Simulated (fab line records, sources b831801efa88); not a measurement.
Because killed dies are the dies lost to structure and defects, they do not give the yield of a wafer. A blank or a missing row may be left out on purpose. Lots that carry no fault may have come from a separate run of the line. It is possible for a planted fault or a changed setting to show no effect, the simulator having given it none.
Which tool is to blame? :: flow sky130 :: 42 wafers from 14 lots sampled at 4 of the route's 708 steps

WHAT EACH GAUGE READ, for each wafer
SKY_POLY_GATE_THK_MEAS_21. Usual: POLY_GATE_OXIDATION_THK gives 3.97 nm (standard deviation 0.091).
lot: L809
measured: day 18 11:34
on: film metro-01
POLY_GATE_OXIDATION_THK (nm): 3.93 3.87 3.89
flag: 

lot: L808
measured: day 18 21:02
on: film metro-04
POLY_GATE_OXIDATION_THK (nm): 3.90 4.06 4.08
flag: 

lot: L813
measured: day 20 00:34
on: film metro-04
POLY_GATE_OXIDATION_THK (nm): 3.86 3.87 3.88
flag: 

lot: L814
measured: day 20 12:49
on: film metro-02
POLY_GATE_OXIDATION_THK (nm): 4.09 4.07 4.14
flag: 

lot: L815
measured: day 20 20:06
on: film metro-02
POLY_GATE_OXIDATION_THK (nm): 4.09 4.04 4.02
flag: 

lot: L817
measured: day 21 08:02
on: film metro-01
POLY_GATE_OXIDATION_THK (nm): 3.97 3.88 3.83
flag: 

lot: L819
measured: day 21 23:09
on: film metro-04
POLY_GATE_OXIDATION_THK (nm): 4.02 3.95 3.95
flag: 

lot: L820
measured: day 22 10:44
on: film metro-04
POLY_GATE_OXIDATION_THK (nm): 3.99 4.01 4.07
flag: 

lot: L821
measured: day 22 19:40
on: film metro-04
POLY_GATE_OXIDATION_THK (nm): 3.72 3.69 3.70
flag: 

lot: L823
measured: day 23 13:26
on: film metro-04
POLY_GATE_OXIDATION_THK (nm): 3.95 3.91 3.97
flag: 

lot: L824
measured: day 23 20:29
on: film metro-02
POLY_GATE_OXIDATION_THK (nm): 3.99 4.02 3.98
flag: 

lot: L825
measured: day 24 10:17
on: film metro-01
POLY_GATE_OXIDATION_THK (nm): 3.98 3.99 3.90
flag: 

lot: L827
measured: day 24 20:14
on: film metro-04
POLY_GATE_OXIDATION_THK (nm): 3.94 3.95 3.97
flag: 

lot: L828
measured: day 25 01:02
on: film metro-02
POLY_GATE_OXIDATION_THK (nm): 4.05 3.99 4.05
flag: 

SKY_LDD_LDN_OVL_MEAS_07. Usual: LDD_LDN_OVL gives 0.2 nm (standard deviation 1.4).
lot: L809
measured: day 24 19:18
on: overlay-02
LDD_LDN_OVL (nm): -0.7 -0.2 -1.6
flag: 

lot: L808
measured: day 25 06:39
on: overlay-01
LDD_LDN_OVL (nm): -4.0 -1.8 -0.8
flag: 

lot: L813
measured: day 26 07:21
on: overlay-01
LDD_LDN_OVL (nm): 0.2 1.8 1.7
flag: 

lot: L814
measured: day 26 18:25
on: overlay-01
LDD_LDN_OVL (nm): -2.9 -0.3 0.3
flag: 

lot: L815
measured: day 27 01:35
on: overlay-01
LDD_LDN_OVL (nm): 1.0 -0.6 1.9
flag: 

lot: L817
measured: day 27 13:29
on: overlay-01
LDD_LDN_OVL (nm): -0.9 -1.1 -1.1
flag: 

lot: L819
measured: day 28 02:51
on: overlay-02
LDD_LDN_OVL (nm): 0.2 1.8 2.0
flag: 

lot: L820
measured: day 28 12:26
on: overlay-02
LDD_LDN_OVL (nm): 0.3 1.5 1.4
flag: 

lot: L821
measured: day 28 22:27
on: overlay-01
LDD_LDN_OVL (nm): -2.7 -2.1 -0.8
flag: 

lot: L823
measured: day 29 13:59
on: overlay-02
LDD_LDN_OVL (nm): -0.4 -0.5 1.1
flag: 

lot: L824
measured: day 29 21:17
on: overlay-01
LDD_LDN_OVL (nm): -2.6 1.0 0.3
flag: 

lot: L825
measured: day 30 10:39
on: overlay-01
LDD_LDN_OVL (nm): -0.4 1.1 0.5
flag: 

lot: L827
measured: day 30 18:32
on: overlay-01
LDD_LDN_OVL (nm): -1.0 -0.5 -0.7
flag: 

lot: L828
measured: day 31 00:15
on: overlay-02
LDD_LDN_OVL (nm): 1.8 2.7 2.6
flag: 

EACH LOT AND THE TOOL THAT RAN IT (in order: tool; ch and the chambers of the sampled wafers; start)
lot: L809
SKY_VT_ADJUST_LVTN_STRIP_09: plasma asher-01 ch 0,1, day 8 03:02
SKY_LDD_P_DEVELOP_06: litho track-03 ch 0, day 21 00:33

lot: L808
SKY_VT_ADJUST_LVTN_STRIP_09: plasma asher-01 ch 0,1, day 8 06:32
SKY_LDD_P_DEVELOP_06: litho track-03 ch 0, day 21 11:15

lot: L813
SKY_VT_ADJUST_LVTN_STRIP_09: plasma asher-01 ch 0,1, day 9 04:58
SKY_LDD_P_DEVELOP_06: litho track-03, day 22 15:21

lot: L814
SKY_VT_ADJUST_LVTN_STRIP_09: plasma asher-01 ch 0,1, day 9 13:46
SKY_LDD_P_DEVELOP_06: litho track-04, day 23 03:02

lot: L815
SKY_VT_ADJUST_LVTN_STRIP_09: plasma asher-02 ch 0,1, day 9 16:50
SKY_LDD_P_DEVELOP_06: litho track-01 ch 0, day 23 10:03

lot: L817
SKY_VT_ADJUST_LVTN_STRIP_09: plasma asher-01 ch 0,1, day 10 04:17
SKY_LDD_P_DEVELOP_06: litho track-03 ch 0, day 23 22:42

lot: L819
SKY_VT_ADJUST_LVTN_STRIP_09: plasma asher-02 ch 0,1, day 10 20:53
SKY_LDD_P_DEVELOP_06: litho track-03 ch 0, day 24 12:13

lot: L820
SKY_VT_ADJUST_LVTN_STRIP_09: plasma asher-02 ch 0,1, day 11 01:47
SKY_LDD_P_DEVELOP_06: litho track-01 ch 0, day 24 22:54

lot: L821
SKY_VT_ADJUST_LVTN_STRIP_09: plasma asher-02 ch 0,1, day 11 05:59
SKY_LDD_P_DEVELOP_06: litho track-03 ch 0, day 25 08:21

lot: L823
SKY_VT_ADJUST_LVTN_STRIP_09: plasma asher-03 ch 0,1, day 12 02:26
SKY_LDD_P_DEVELOP_06: litho track-04 ch 0, day 26 01:32

lot: L824
SKY_VT_ADJUST_LVTN_STRIP_09: plasma asher-01 ch 0,1, day 12 09:32
SKY_LDD_P_DEVELOP_06: litho track-01 ch 0, day 26 08:18

lot: L825
SKY_VT_ADJUST_LVTN_STRIP_09: plasma asher-03 ch 0,1, day 12 15:44
SKY_LDD_P_DEVELOP_06: litho track-03 ch 0, day 26 20:25

lot: L827
SKY_VT_ADJUST_LVTN_STRIP_09: plasma asher-01 ch 0,1, day 13 03:53
SKY_LDD_P_DEVELOP_06: litho track-03 ch 0, day 27 05:33

lot: L828
SKY_VT_ADJUST_LVTN_STRIP_09: plasma asher-01 ch 0,1, day 13 08:11
SKY_LDD_P_DEVELOP_06: litho track-03 ch 0, day 27 11:19
- SKY_VT_ADJUST_LVTN_STRIP_09: strips in O2/N2.
- SKY_LDD_P_DEVELOP_06: develop time 60 s.

AS READ BY THE TOOLS THEMSELVES (means over the sampled wafers that have a number; for cases with no such wafer, the mark the record gives instead)
SKY_VT_ADJUST_LVTN_STRIP_09. Usual: drypump motor current A 5.8 A, standard deviation 0.32; oes product au 0.722 a.u., standard deviation 0.0045; strip time to endpoint s 36.90 s, standard deviation 0.098.
lot: L809
tool: plasma asher-01
drypump motor current A (A): 5.9
oes product au (a.u.): 0.725
strip time to endpoint s (s): 36.89
flag: 

lot: L808
tool: plasma asher-01
drypump motor current A (A): 5.9
oes product au (a.u.): 0.717
strip time to endpoint s (s): 36.88
flag: 

lot: L813
tool: plasma asher-01
drypump motor current A (A): 5.9
oes product au (a.u.): 0.723
strip time to endpoint s (s): 36.78
flag: 

lot: L814
tool: plasma asher-01
drypump motor current A (A): 5.9
oes product au (a.u.): 0.726
strip time to endpoint s (s): 36.99
flag: 

lot: L815
tool: plasma asher-02
drypump motor current A (A): 5.7
oes product au (a.u.): 0.725
strip time to endpoint s (s): 36.98
flag: 

lot: L817
tool: plasma asher-01
drypump motor current A (A): 5.9
oes product au (a.u.): 0.722
strip time to endpoint s (s): 36.75
flag: 

lot: L819
tool: plasma asher-02
drypump motor current A (A): 5.6
oes product au (a.u.): 0.725
strip time to endpoint s (s): 36.91
flag: 

lot: L820
tool: plasma asher-02
drypump motor current A (A): 5.6
oes product au (a.u.): 0.723
strip time to endpoint s (s): 36.97
flag: 

lot: L821
tool: plasma asher-02
drypump motor current A (A): 5.6
oes product au (a.u.): 0.719
strip time to endpoint s (s): 36.87
flag: 

lot: L823
tool: plasma asher-03
drypump motor current A (A): 5.6
oes product au (a.u.): 0.723
strip time to endpoint s (s): 36.84
flag: 

lot: L824
tool: plasma asher-01
drypump motor current A (A): 5.9
oes product au (a.u.): 0.722
strip time to endpoint s (s): 37.03
flag: 

lot: L825
tool: plasma asher-03
drypump motor current A (A): 5.5
oes product au (a.u.): 0.722
strip time to endpoint s (s): 36.90
flag: 

lot: L827
tool: plasma asher-01
drypump motor current A (A): 5.9
oes product au (a.u.): 0.718
strip time to endpoint s (s): 36.94
flag: 

lot: L828
tool: plasma asher-01
drypump motor current A (A): 6.1
oes product au (a.u.): 0.722
strip time to endpoint s (s): 36.78
flag: 

SKY_LDD_P_DEVELOP_06. Usual: 23.01 C for chill plate temp C, sd 0.12.
lot: L809
tool: litho track-03
chill plate temp C (C): 23.06
flag: 

lot: L808
tool: litho track-03
chill plate temp C (C): 23.19
flag: 

lot: L813
tool: litho track-03
chill plate temp C (C): -
flag: OFF

lot: L814
tool: litho track-04
chill plate temp C (C): -
flag: OFF

lot: L815
tool: litho track-01
chill plate temp C (C): 23.06
flag: 

lot: L817
tool: litho track-03
chill plate temp C (C): 22.92
flag: 

lot: L819
tool: litho track-03
chill plate temp C (C): 22.84
flag: 

lot: L820
tool: litho track-01
chill plate temp C (C): 22.89
flag: 

lot: L821
tool: litho track-03
chill plate temp C (C): 22.99
flag: 

lot: L823
tool: litho track-04
chill plate temp C (C): 22.98
flag: 

lot: L824
tool: litho track-01
chill plate temp C (C): 23.09
flag: 

lot: L825
tool: litho track-03
chill plate temp C (C): 23.03
flag: 

lot: L827
tool: litho track-03
chill plate temp C (C): 22.99
flag: 

lot: L828
tool: litho track-03
chill plate temp C (C): 23.03
flag: 

THE ANSWER, worked out from the rows above alone
Rule: lot off if the mean of its wafers having a number is beyond 3 standard deviations from the usual mean. A lot without any number at a reading at which 4 lots or more have one is off too. Any other lot the step has rows for is counted as sound. The gauges are gone through in route order, then the tools' own readings, and for those a lot's mean is taken as printed above. The first step at which some lot is off is used, and at that step the reading that is off furthest; a lot without a number counts as furthest.
Off, at SKY_LDD_P_DEVELOP_06 on chill plate temp C: L813, L814. Without a number there: L813, L814.
A tool fits if, at that step or a process step before it, it ran every lot that is off, and no sound lot after the first of them. Not one of the candidates tried fits.

WHAT HAD BEEN PUT IN BY THE SIMULATOR
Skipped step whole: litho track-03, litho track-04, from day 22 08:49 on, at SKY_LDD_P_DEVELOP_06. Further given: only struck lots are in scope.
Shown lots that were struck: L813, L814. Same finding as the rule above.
